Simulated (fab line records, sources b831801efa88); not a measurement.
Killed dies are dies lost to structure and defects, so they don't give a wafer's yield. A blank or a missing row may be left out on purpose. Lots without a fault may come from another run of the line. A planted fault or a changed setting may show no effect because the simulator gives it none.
Which tool did it? | flow gf180mcu | 12 lots, 36 wafers sampled, at 1 step of a route of 602

WHAT THE GAUGES READ, wafer by wafer
GF_M4_THK_MEAS_06: measures by xrf.
lot  | measured     | on            | M4_ALCU_THK (nm)
L439 | day 22 10:22 | film_metro-03 | 448 450 452
L441 | day 23 05:26 | film_metro-03 | 456 452 455
L447 | day 25 19:00 | film_metro-03 | 459 463 456
L450 | day 26 10:55 | film_metro-04 | 445 442 442
L453 | day 27 06:32 | film_metro-04 | 441 440 438
L454 | day 27 12:53 | film_metro-03 | 454 454 458
L455 | day 27 20:26 | film_metro-03 | 454 458 453
L457 | day 28 10:25 | film_metro-03 | 451 451 451
L458 | day 28 18:53 | film_metro-01 | 439 440 440
L459 | day 29 02:05 | film_metro-03 | 445 447 451
L460 | day 29 06:37 | film_metro-03 | 461 459 464
L462 | day 30 04:58 | film_metro-01 | 441 443 439

WHICH TOOL RAN EACH LOT (tool, then ch and the chambers of the sampled wafers, then the start)
The record holds no process step before these readings.

WHAT THE TOOLS THEMSELVES READ (means of the sampled wafers that have a number; where no wafer has one, the mark that the record gives instead)
The record holds no such reading with a usual standard deviation.

THE ANSWER, worked out from the rows above alone
Rule: what is usual is taken from the lots themselves. Put in order of their means at a reading, lots are off if they are a third of the lots or fewer, leave a main group of 4 or more, and stand apart from it by a gap of 3 or more times the standard deviation of the main group's means; of several such gaps the widest counts. A main group whose means are all the same, to the digits that the tables above print for the reading, isn't used. A lot without any number at a reading at which 4 lots or more have one is off too. The other lots that the step has rows for count as sound. The gauges are gone through in route order, then the tools' own readings, and for those a lot's mean is taken as printed above. The first step at which some lot is off is used, and at that step the reading that is off furthest; a lot without a number counts as furthest.
No lot is off at any reading shown: from this, nothing can be told.

WHAT THE SIMULATOR HAD PUT IN
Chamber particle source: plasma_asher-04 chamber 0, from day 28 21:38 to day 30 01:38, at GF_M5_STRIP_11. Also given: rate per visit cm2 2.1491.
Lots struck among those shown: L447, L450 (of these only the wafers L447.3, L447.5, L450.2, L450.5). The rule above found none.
